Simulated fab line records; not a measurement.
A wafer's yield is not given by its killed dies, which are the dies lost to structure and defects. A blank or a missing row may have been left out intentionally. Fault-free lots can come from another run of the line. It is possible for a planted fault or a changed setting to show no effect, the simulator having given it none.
Which tool was responsible? -- flow sky130 -- 12 lots, 36 wafers sampled, at 5 steps of a route of 708

## WHAT THE GAUGES READ, wafer by wafer
SKY_VT_ADJUST_LVTN_OVL_MEAS_18.
lot,measured,on,VT_ADJUST_LVTN_01_OVL (nm)
L443,day 8 00:16,overlay-02,0.7 -1.0 -1.6
L444,day 8 07:37,overlay-01,-2.4 -1.8 -2.5
L445,day 8 15:10,overlay-01,2.2 1.4 1.8
L447,day 9 05:11,overlay-02,-0.1 1.5 0.4
L449,day 9 22:52,overlay-01,2.9 2.6 2.1
L450,day 9 23:28,overlay-01,1.7 1.5 -0.2
L460,day 13 00:20,overlay-02,1.1 -0.4 -0.2
L461,day 13 03:57,overlay-02,1.3 0.0 -1.6
L462,day 13 10:39,overlay-02,-3.8 -2.2 -2.7
L463,day 13 20:15,overlay-01,-1.1 0.3 -1.8
L464,day 13 21:10,overlay-01,0.0 -2.9 0.1
L465,day 14 03:11,overlay-01,-0.5 -0.4 -0.6

SKY_VT_ADJUST_NCORE_CD_MEAS_07: target cd 380 nm.
lot,measured,on,cd-nm (nm)
L443,day 8 21:46,cd-sem-02,380.9 379.6 383.9
L444,day 9 05:28,cd-sem-02,378.6 376.7 377.9
L445,day 9 12:59,cd-sem-02,380.0 376.2 378.5
L447,day 10 03:55,cd-sem-01,382.7 383.1 383.8
L449,day 10 22:05,cd-sem-01,383.3 382.3 381.9
L450,day 10 22:36,cd-sem-01,376.1 367.2 377.0 376.1 366.7 377.1
L460,day 14 01:44,cd-sem-02,377.1 378.4 378.2
L461,day 14 04:15,cd-sem-02,377.7 376.4 377.7
L462,day 14 10:50,cd-sem-02,380.7 382.8 381.1
L463,day 14 21:59,cd-sem-02,380.9 377.8 381.2
L464,day 14 22:37,cd-sem-01,380.1 381.5 379.6
L465,day 15 05:42,cd-sem-02,381.6 380.7 379.1

SKY_VT_ADJUST_NCORE_TW_MEAS_11.
lot,measured,on,VT_ADJUST_NCORE_TW
L443,day 8 22:09,film-metro-01,220.6 219.9 220.5
L444,day 9 05:53,film-metro-01,221.3 222.3 222.4
L445,day 9 13:23,film-metro-04,220.8 220.8 221.2
L447,day 10 04:19,film-metro-04,221.5 221.4 220.8
L449,day 10 22:29,film-metro-02,222.8 222.7 222.9
L450,day 11 01:14,film-metro-01,221.2 220.1 220.9
L460,day 14 02:07,film-metro-02,222.0 221.3 221.0
L461,day 14 04:40,film-metro-01,218.3 218.3 218.4
L462,day 14 11:14,film-metro-04,221.9 221.0 220.6
L463,day 14 22:23,film-metro-02,221.7 222.1 222.2
L464,day 14 23:01,film-metro-04,220.5 220.8 221.8
L465,day 15 06:06,film-metro-04,223.2 222.5 221.9

## TOOL THAT RAN EACH LOT (tool first, then ch and the chambers of the sampled wafers, then the start)
lot,SKY_NWELL_RTA_28,SKY_VT_ADJUST_NCORE_EXPOSE_04
L443,"rtp-anneal-02 ch 0, day 5 14:07","iline-stepper-01 ch 0, day 8 11:40"
L444,"rtp-anneal-01 ch 0, day 5 19:24","iline-stepper-01 ch 0, day 8 18:29"
L445,"rtp-anneal-01 ch 0, day 6 02:33","iline-stepper-02 ch 0, day 9 02:22"
L447,"rtp-anneal-02 ch 0, day 6 14:25","iline-stepper-02 ch 0, day 9 16:33"
L449,"rtp-anneal-01 ch 0, day 7 08:04","iline-stepper-02 ch 0, day 10 10:53"
L450,"rtp-anneal-02 ch 0, day 7 08:13","iline-stepper-02 ch 0, day 10 11:09"
L460,"rtp-anneal-01 ch 0, day 10 01:55","iline-stepper-02 ch 0, day 13 14:01"
L461,"rtp-anneal-02 ch 0, day 10 04:39","iline-stepper-02 ch 0, day 13 16:41"
L462,"rtp-anneal-01 ch 0, day 10 10:56","iline-stepper-02 ch 0, day 13 22:35"
L463,"rtp-anneal-02 ch 0, day 10 20:50","iline-stepper-01 ch 0, day 14 09:04"
L464,"rtp-anneal-01 ch 0, day 10 21:35","iline-stepper-01 ch 0, day 14 09:40"
L465,"rtp-anneal-01 ch 0, day 11 02:11","iline-stepper-01 ch 0, day 14 16:55"
- SKY_NWELL_RTA_28: time 30 s.
- SKY_VT_ADJUST_NCORE_EXPOSE_04: exposes mask LVTN COMPLEMENT THIN, target cd 380 nm.

## WHAT THE TOOLS THEMSELVES READ (means of the sampled wafers that have a number; where no wafer has one, the mark that the record gives instead)
SKY_NWELL_RTA_28.
lot,tool,lamp-power-pct (%),wafer_temp_C_max
L443,rtp-anneal-02,25.24,1055.3
L444,rtp-anneal-01,25.32,1054.9
L445,rtp-anneal-01,25.33,1055.5
L447,rtp-anneal-02,25.29,1054.4
L449,rtp-anneal-01,25.31,1055.1
L450,rtp-anneal-02,25.36,1054.8
L460,rtp-anneal-01,25.28,1055.7
L461,rtp-anneal-02,25.29,1054.7
L462,rtp-anneal-01,25.29,1054.2
L463,rtp-anneal-02,25.31,1054.5
L464,rtp-anneal-01,25.33,1056.3
L465,rtp-anneal-01,25.29,1054.7

SKY_VT_ADJUST_NCORE_EXPOSE_04.
lot,tool,exposure-dose-mJ-cm2,stage-vel-mm-s (mm/s)
L443,iline-stepper-01,138.96,499.98
L444,iline-stepper-01,138.93,499.75
L445,iline-stepper-02,138.96,499.87
L447,iline-stepper-02,138.94,500.11
L449,iline-stepper-02,138.96,499.94
L450,iline-stepper-02,138.91,499.86
L460,iline-stepper-02,139.16,500.23
L461,iline-stepper-02,139.09,500.13
L462,iline-stepper-02,138.93,500.06
L463,iline-stepper-01,139.02,499.81
L464,iline-stepper-01,138.95,499.81
L465,iline-stepper-01,138.97,500.12

## THE ANSWER, worked out from the rows above alone
Rule: the lots themselves supply what counts as usual. Put in order of their means at a reading, lots are off if they are a third of the lots or fewer, leave a main group of 4 or more, and stand apart from it by a gap of 3 or more times the standard deviation of the main group's means; of several such gaps the widest counts. The tables above print the reading to a certain number of digits; a main group whose means all agree to those digits is not used. Also off: a lot with no number at a reading for which 4 or more lots have one. Where the step has rows for the other lots, those lots are counted as sound. After the gauges, taken in route order, come the tools' own readings; for these a lot's mean is taken, as printed above. The first step at which some lot is off is used, and at that step the reading that is off furthest; a lot without a number counts as furthest.
Nothing can be told from this: no lot is off at any reading shown.

## WHAT WAS PUT IN BY THE SIMULATOR
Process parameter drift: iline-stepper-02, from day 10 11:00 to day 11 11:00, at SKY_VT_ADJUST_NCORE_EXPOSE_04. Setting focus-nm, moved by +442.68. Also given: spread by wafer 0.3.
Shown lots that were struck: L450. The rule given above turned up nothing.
